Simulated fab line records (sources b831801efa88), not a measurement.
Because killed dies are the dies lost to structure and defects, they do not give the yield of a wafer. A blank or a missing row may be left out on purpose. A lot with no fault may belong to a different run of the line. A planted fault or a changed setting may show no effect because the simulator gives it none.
The tool behind it: which one? -- flow sky130 -- Sampling: 12 lots, 36 wafers, 3 of 708 route steps

## WHAT EACH GAUGE READ, for each wafer
SKY_VIA1_RS_MEAS_22: measures by four-point-probe. Usual: VIA1_W_RS 0.426 ohm/sq, standard deviation 0.0047.
lot,measured,on,VIA1_W_RS (ohm/sq),flag
L308,day 33 20:58,film_metro-02,0.429 0.422 0.426,
L309,day 34 15:55,film_metro-01,0.431 0.432 0.435,
L311,day 34 21:01,film_metro-03,0.420 0.418 0.420,
L316,day 36 06:08,film_metro-01,0.419 0.423 0.423,
L317,day 36 13:23,film_metro-02,0.800 0.432 0.431 0.800 0.433 0.430,OFF
L318,day 37 01:41,film_metro-02,0.425 0.777 0.790 0.424 0.777 0.788,OFF
L319,day 40 00:26,film_metro-02,0.428 0.427 0.420,
L327,day 40 04:32,film_metro-02,0.421 0.424 0.426,
L325,day 40 05:08,film_metro-03,0.431 0.422 0.430,
L328,day 40 06:41,film_metro-03,0.427 0.422 0.428,
L329,day 40 07:37,film_metro-01,0.418 0.417 0.423,
L331,day 40 17:26,film_metro-01,0.426 0.427 0.426,

SKY_VIA1_THK_MEAS_23: measures by xrf. Usual: VIA1_W_THK 275 nm, standard deviation 3.8.
lot,measured,on,VIA1_W_THK (nm),flag
L308,day 33 21:04,film_metro-02,270 275 271,
L309,day 34 16:02,film_metro-01,275 274 272,
L311,day 34 21:08,film_metro-03,277 277 277,
L316,day 36 06:16,film_metro-01,280 279 278,
L317,day 36 18:45,film_metro-02,146 267 268 147 269 268,OFF
L318,day 37 02:54,film_metro-02,272 150 148 273 150 148,OFF
L319,day 40 00:32,film_metro-02,272 272 278,
L327,day 40 04:39,film_metro-02,277 273 274,
L325,day 40 05:14,film_metro-03,275 279 275,
L328,day 40 06:47,film_metro-03,274 279 274,
L329,day 40 07:44,film_metro-01,281 282 281,
L331,day 40 17:34,film_metro-01,277 277 276,

## TOOL THAT RAN EACH LOT (tool first, then ch and the chambers of the sampled wafers, then the start)
lot,SKY_VIA1_CVD_21
L308,"cvd_w-01 ch 0,1, day 33 20:51"
L309,"cvd_w-01 ch 0,1, day 34 15:49"
L311,"cvd_w-01 ch 0,1, day 34 20:55"
L316,"cvd_w-01 ch 0, day 36 06:03"
L317,"cvd_w-02 ch 0,1, day 36 13:18"
L318,"cvd_w-02 ch 0,1, day 37 01:35"
L319,"cvd_w-02 ch 0,1, day 40 00:19"
L327,"cvd_w-02 ch 0,1, day 40 04:26"
L325,"cvd_w-02 ch 0,1, day 40 05:01"
L328,"cvd_w-02 ch 0,1, day 40 06:34"
L329,"cvd_w-02 ch 0,1, day 40 07:31"
L331,"cvd_w-02 ch 0,1, day 40 17:21"
- SKY_VIA1_CVD_21: deposits W, target thk 270 nm, time 80.902 s.

## WHAT THE TOOLS THEMSELVES READ (means of the sampled wafers that have a number; where no wafer has one, the mark that the record gives instead)
SKY_VIA1_CVD_21. Usual: heater_power_outer_w 543 W, standard deviation 39; heater_power_w 864 W, standard deviation 36.
lot,tool,heater_power_outer_w (W),heater_power_w (W),flag
L308,cvd_w-01,552,868,
L309,cvd_w-01,556,864,
L311,cvd_w-01,562,857,
L316,cvd_w-01,588,894,
L317,cvd_w-02,540,857,
L318,cvd_w-02,558,870,
L319,cvd_w-02,539,866,
L327,cvd_w-02,554,882,
L325,cvd_w-02,548,884,
L328,cvd_w-02,544,879,
L329,cvd_w-02,546,863,
L331,cvd_w-02,544,867,

## THE ANSWER, worked out from the rows above alone
Rule: take the mean of a lot's wafers that have a number; if it is more than 3 standard deviations from the usual mean, the lot is off. Also off: a lot with no number at a reading for which 4 or more lots have one. All remaining lots with rows at the step are treated as sound. First the gauges in route order, then the tools' own readings, where a lot's mean is used as printed above. At the first step where some lot is off, the reading lying furthest off is the one used; lots without a number count as furthest.
Off: L317, L318, seen at SKY_VIA1_RS_MEAS_22 (VIA1_W_RS).
A tool fits if, at a process step before that reading, it ran every lot that is off, and no sound lot after the first of them. Those tools and the gauges at SKY_VIA1_RS_MEAS_22 are tried in the same way. No candidate that was tried fits.

## WHAT WAS PUT IN BY THE SIMULATOR
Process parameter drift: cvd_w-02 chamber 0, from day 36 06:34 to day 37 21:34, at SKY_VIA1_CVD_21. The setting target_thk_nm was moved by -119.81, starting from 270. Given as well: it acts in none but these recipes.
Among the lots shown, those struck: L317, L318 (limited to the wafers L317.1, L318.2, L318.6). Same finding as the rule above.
